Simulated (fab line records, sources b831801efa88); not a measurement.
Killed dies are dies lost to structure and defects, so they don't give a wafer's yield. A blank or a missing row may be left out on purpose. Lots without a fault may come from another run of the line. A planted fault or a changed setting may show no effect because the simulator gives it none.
Which tool did it? | flow gf180mcu | 24 lots, 72 wafers sampled, at 5 steps of a route of 602

WHAT THE GAUGES READ, wafer by wafer
GF_V3_OVL_MEAS_15.
lot  | measured     | on         | V3_OVL (nm)
L074 | day 22 05:05 | overlay-02 | 1 -9 0
L075 | day 22 10:55 | overlay-01 | 2 -1 2
L076 | day 22 20:54 | overlay-02 | 2 1 1
L077 | day 23 03:26 | overlay-01 | -6 -8 -12
L078 | day 23 15:28 | overlay-02 | 1 -5 -4
L079 | day 23 23:23 | overlay-02 | -9 -6 -6
L080 | day 24 11:11 | overlay-02 | 10 -1 11
L081 | day 25 01:12 | overlay-01 | -11 -3 -1
L082 | day 25 01:47 | overlay-01 | -10 -11 -13
L083 | day 25 17:07 | overlay-01 | 0 3 3
L084 | day 25 22:40 | overlay-02 | -2 2 4
L085 | day 26 07:03 | overlay-02 | -9 -10 -11
L086 | day 26 15:30 | overlay-02 | -4 2 5
L087 | day 26 16:22 | overlay-01 | -13 -3 -7
L088 | day 27 01:55 | overlay-02 | 3 7 2
L089 | day 27 08:54 | overlay-01 | -4 -17 -4
L090 | day 27 15:51 | overlay-01 | -5 -2 -11
L091 | day 27 22:36 | overlay-02 | -12 -8 -14
L092 | day 28 00:54 | overlay-01 | -1 4 1
L093 | day 28 16:10 | overlay-01 | -10 -13 -11
L094 | day 28 20:09 | overlay-01 | 1 1 -6
L095 | day 29 08:08 | overlay-01 | -2 3 -3
L096 | day 29 17:33 | overlay-01 | -5 -3 -5
L097 | day 29 19:11 | overlay-01 | -4 0 -2

GF_V3_THK_MEAS_25: measures by xrf.
lot  | measured     | on            | V3_W_THK (nm)
L074 | day 22 06:08 | film_metro-02 | 358 353 366
L075 | day 22 11:58 | film_metro-02 | 354 352 364
L076 | day 22 21:58 | film_metro-03 | 356 361 362
L077 | day 23 04:28 | film_metro-02 | 355 351 357
L078 | day 23 16:30 | film_metro-04 | 361 347 357
L079 | day 24 00:26 | film_metro-03 | 370 363 367
L080 | day 24 12:17 | film_metro-03 | 359 366 360
L081 | day 25 02:14 | film_metro-02 | 349 352 357
L082 | day 25 02:53 | film_metro-04 | 350 348 349
L083 | day 25 18:09 | film_metro-02 | 358 358 354
L084 | day 26 00:03 | film_metro-02 | 358 358 357
L085 | day 26 08:31 | film_metro-02 | 357 358 353
L086 | day 26 16:35 | film_metro-02 | 354 359 357
L087 | day 26 17:26 | film_metro-03 | 359 363 350
L088 | day 27 02:57 | film_metro-02 | 356 359 348
L089 | day 27 09:56 | film_metro-04 | 358 342 341
L090 | day 27 16:54 | film_metro-03 | 365 363 367
L091 | day 27 23:39 | film_metro-03 | 359 350 361
L092 | day 28 01:56 | film_metro-03 | 370 364 358
L093 | day 28 17:13 | film_metro-03 | 366 361 360
L094 | day 28 21:11 | film_metro-02 | 348 356 345
L095 | day 29 09:10 | film_metro-03 | 372 369 363
L096 | day 29 18:35 | film_metro-03 | 369 372 369
L097 | day 29 20:13 | film_metro-04 | 355 356 348

WHICH TOOL RAN EACH LOT (tool, then ch and the chambers of the sampled wafers, then the start)
lot  | GF_V1_ETCH_17                                 | GF_V3_ETCH_17                                 | GF_V3_SPUTTER_22
L074 | rie_diel-01 ch 0,2,3, day 22 05:05 or earlier | rie_diel-01 ch 0,1, day 22 05:51 or earlier   | pvd_sputter-02, day 22 05:51
L075 | rie_diel-03 ch 0,1, day 22 10:55 or earlier   | rie_diel-02 ch 1,2,3, day 22 11:40 or earlier | pvd_sputter-01, day 22 11:40
L076 | rie_diel-03 ch 2,3, day 22 20:54 or earlier   | rie_diel-01 ch 2,3, day 22 21:42 or earlier   | pvd_sputter-04, day 22 21:42
L077 | rie_diel-01 ch 0,2,3, day 23 03:26 or earlier | rie_diel-02 ch 0,1, day 23 04:12 or earlier   | pvd_sputter-02, day 23 04:12
L078 | rie_diel-01 ch 0,1,3, day 23 15:28 or earlier | rie_diel-01 ch 0,2, day 23 16:13 or earlier   | pvd_sputter-04, day 23 16:13
L079 | rie_diel-01 ch 0,2,3, day 23 23:23 or earlier | rie_diel-01 ch 0,1,3, day 24 00:09 or earlier | pvd_sputter-04, day 24 00:09
L080 | rie_diel-03 ch 2,3, day 24 11:11 or earlier   | rie_diel-01 ch 1,3, day 24 12:01 or earlier   | pvd_sputter-04, day 24 12:01
L081 | rie_diel-02 ch 2,3, day 25 01:12 or earlier   | rie_diel-04 ch 0,1,2, day 25 01:56 or earlier | pvd_sputter-01, day 25 01:56
L082 | rie_diel-02 ch 0,1,3, day 25 01:47 or earlier | rie_diel-02 ch 1,2,3, day 25 02:37 or earlier | pvd_sputter-02, day 25 02:37
L083 | rie_diel-01 ch 0,2, day 25 17:07 or earlier   | rie_diel-04 ch 0,2, day 25 17:52 or earlier   | pvd_sputter-02, day 25 17:52
L084 | rie_diel-01 ch 0,1,3, day 25 22:40 or earlier | rie_diel-01 ch 0,2, day 25 23:46 or earlier   | pvd_sputter-04, day 25 23:46
L085 | rie_diel-01 ch 0,1,2, day 26 07:03 or earlier | rie_diel-04 ch 1,2, day 26 08:14 or earlier   | pvd_sputter-04, day 26 08:14
L086 | rie_diel-02 ch 0,2, day 26 15:30 or earlier   | rie_diel-02 ch 0,1,2, day 26 16:17 or earlier | pvd_sputter-02, day 26 16:17
L087 | rie_diel-02 ch 0,1,3, day 26 16:22 or earlier | rie_diel-04 ch 1,2, day 26 17:09 or earlier   | pvd_sputter-04, day 26 17:09
L088 | rie_diel-03 ch 0,1,3, day 27 01:55 or earlier | rie_diel-01 ch 0,1,2, day 27 02:40 or earlier | pvd_sputter-01, day 27 02:40
L089 | rie_diel-02 ch 0,1,2, day 27 08:54 or earlier | rie_diel-01 ch 0,2,3, day 27 09:40 or earlier | pvd_sputter-01, day 27 09:40
L090 | rie_diel-02 ch 0,1,2, day 27 15:51 or earlier | rie_diel-04 ch 0,1,2, day 27 16:37 or earlier | pvd_sputter-02, day 27 16:37
L091 | rie_diel-01 ch 0,1, day 27 22:36 or earlier   | rie_diel-01 ch 0,1,2, day 27 23:20 or earlier | pvd_sputter-01, day 27 23:20
L092 | rie_diel-02 ch 0,2,3, day 28 00:54 or earlier | rie_diel-04 ch 0,2,3, day 28 01:40 or earlier | pvd_sputter-01, day 28 01:40
L093 | rie_diel-02 ch 1,2, day 28 16:10 or earlier   | rie_diel-01 ch 0,2,3, day 28 16:55 or earlier | pvd_sputter-04, day 28 16:55
L094 | rie_diel-01 ch 1,2, day 28 20:09 or earlier   | rie_diel-02 ch 1,2,3, day 28 20:54 or earlier | pvd_sputter-02, day 28 20:54
L095 | rie_diel-01 ch 0,3, day 29 08:08 or earlier   | rie_diel-04 ch 1,2,3, day 29 08:53 or earlier | pvd_sputter-01, day 29 08:53
L096 | rie_diel-01 ch 0,1, day 29 17:33 or earlier   | rie_diel-01 ch 0,2,3, day 29 18:19 or earlier | pvd_sputter-01, day 29 18:19
L097 | rie_diel-02 ch 2,3, day 29 19:11 or earlier   | rie_diel-01 ch 0,1,3, day 29 19:56 or earlier | pvd_sputter-04, day 29 19:56
- GF_V1_ETCH_17: etches SiO2 in C4F8/O2/Ar, stops on TiN, target depth 630 nm.
- GF_V3_ETCH_17: etches SiO2 in C4F8/O2/Ar, stops on TiN, target depth 635 nm.
- GF_V3_SPUTTER_22: material TiN, target thk 10 nm, time 40 s.

WHAT THE TOOLS THEMSELVES READ (means of the sampled wafers that have a number; where no wafer has one, the mark that the record gives instead)
GF_V1_ETCH_17.
lot  | tool        | bias_w (W) | oes_product_au (a.u.) | rf_fwd_power_W (W)
L074 | rie_diel-01 | 1200       | 0.854                 | 1489
L075 | rie_diel-03 | 1203       | 0.857                 | 1494
L076 | rie_diel-03 | 1201       | 0.855                 | 1494
L077 | rie_diel-01 | 1199       | 0.857                 | 1496
L078 | rie_diel-01 | 1203       | 0.856                 | 1493
L079 | rie_diel-01 | 1202       | 0.856                 | 1494
L080 | rie_diel-03 | 1201       | 0.855                 | 1496
L081 | rie_diel-02 | 1198       | 0.852                 | 1491
L082 | rie_diel-02 | 1201       | 0.859                 | 1495
L083 | rie_diel-01 | 1204       | 0.859                 | 1500
L084 | rie_diel-01 | 1200       | 0.854                 | 1494
L085 | rie_diel-01 | 1202       | 0.859                 | 1490
L086 | rie_diel-02 | 1201       | 0.854                 | 1495
L087 | rie_diel-02 | 1198       | 0.861                 | 1495
L088 | rie_diel-03 | 1202       | 0.856                 | 1493
L089 | rie_diel-02 | 1198       | 0.857                 | 1490
L090 | rie_diel-02 | 1203       | 0.849                 | 1492
L091 | rie_diel-01 | 1203       | 0.858                 | 1486
L092 | rie_diel-02 | 1200       | 0.856                 | 1491
L093 | rie_diel-02 | 1202       | 0.849                 | 1497
L094 | rie_diel-01 | 1204       | 0.858                 | 1494
L095 | rie_diel-01 | 1198       | 0.854                 | 1491
L096 | rie_diel-01 | 1201       | 0.853                 | 1496
L097 | rie_diel-02 | 1201       | 0.856                 | 1497

GF_V3_ETCH_17.
lot  | tool        | bias_w (W) | oes_product_au (a.u.) | rf_fwd_power_W (W)
L074 | rie_diel-01 | 1203       | 0.845                 | 1492
L075 | rie_diel-02 | 1198       | 0.847                 | 1496
L076 | rie_diel-01 | 1198       | 0.852                 | 1494
L077 | rie_diel-02 | 1200       | 0.845                 | 1493
L078 | rie_diel-01 | 1198       | 0.846                 | 1494
L079 | rie_diel-01 | 1202       | 0.847                 | 1491
L080 | rie_diel-01 | 1199       | 0.847                 | 1490
L081 | rie_diel-04 | 1200       | 0.849                 | 1493
L082 | rie_diel-02 | 1201       | 0.842                 | 1498
L083 | rie_diel-04 | 1204       | 0.842                 | 1496
L084 | rie_diel-01 | 1201       | 0.845                 | 1492
L085 | rie_diel-04 | 1201       | 0.842                 | 1495
L086 | rie_diel-02 | 1198       | 0.842                 | 1496
L087 | rie_diel-04 | 1199       | 0.845                 | 1492
L088 | rie_diel-01 | 1199       | 0.848                 | 1495
L089 | rie_diel-01 | 1202       | 0.845                 | 1494
L090 | rie_diel-04 | 1204       | 0.846                 | 1495
L091 | rie_diel-01 | 1198       | 0.843                 | 1491
L092 | rie_diel-04 | 1201       | 0.846                 | 1497
L093 | rie_diel-01 | 1203       | 0.848                 | 1493
L094 | rie_diel-02 | 1201       | 0.845                 | 1492
L095 | rie_diel-04 | 1200       | 0.848                 | 1493
L096 | rie_diel-01 | 1202       | 0.844                 | 1493
L097 | rie_diel-01 | 1200       | 0.849                 | 1490

GF_V3_SPUTTER_22.
lot  | tool           | throttle_valve_pct (%)
L074 | pvd_sputter-02 | 30.2
L075 | pvd_sputter-01 | 30.6
L076 | pvd_sputter-04 | 29.6
L077 | pvd_sputter-02 | 30.3
L078 | pvd_sputter-04 | 29.8
L079 | pvd_sputter-04 | 29.7
L080 | pvd_sputter-04 | 29.5
L081 | pvd_sputter-01 | 30.2
L082 | pvd_sputter-02 | 30.2
L083 | pvd_sputter-02 | 30.7
L084 | pvd_sputter-04 | 29.6
L085 | pvd_sputter-04 | 29.9
L086 | pvd_sputter-02 | 30.1
L087 | pvd_sputter-04 | 30.1
L088 | pvd_sputter-01 | 30.6
L089 | pvd_sputter-01 | 29.9
L090 | pvd_sputter-02 | 30.1
L091 | pvd_sputter-01 | 30.5
L092 | pvd_sputter-01 | 30.3
L093 | pvd_sputter-04 | 29.7
L094 | pvd_sputter-02 | 30.4
L095 | pvd_sputter-01 | 29.9
L096 | pvd_sputter-01 | 29.4
L097 | pvd_sputter-04 | 29.5

THE ANSWER, worked out from the rows above alone
Rule: what is usual is taken from the lots themselves. Put in order of their means at a reading, lots are off if they are a third of the lots or fewer, leave a main group of 4 or more, and stand apart from it by a gap of 3 or more times the standard deviation of the main group's means; of several such gaps the widest counts. A main group whose means are all the same, to the digits that the tables above print for the reading, isn't used. A lot without any number at a reading at which 4 lots or more have one is off too. The other lots that the step has rows for count as sound. The gauges are gone through in route order, then the tools' own readings, and for those a lot's mean is taken as printed above. The first step at which some lot is off is used, and at that step the reading that is off furthest; a lot without a number counts as furthest.
No lot is off at any reading shown: from this, nothing can be told.

WHAT THE SIMULATOR HAD PUT IN
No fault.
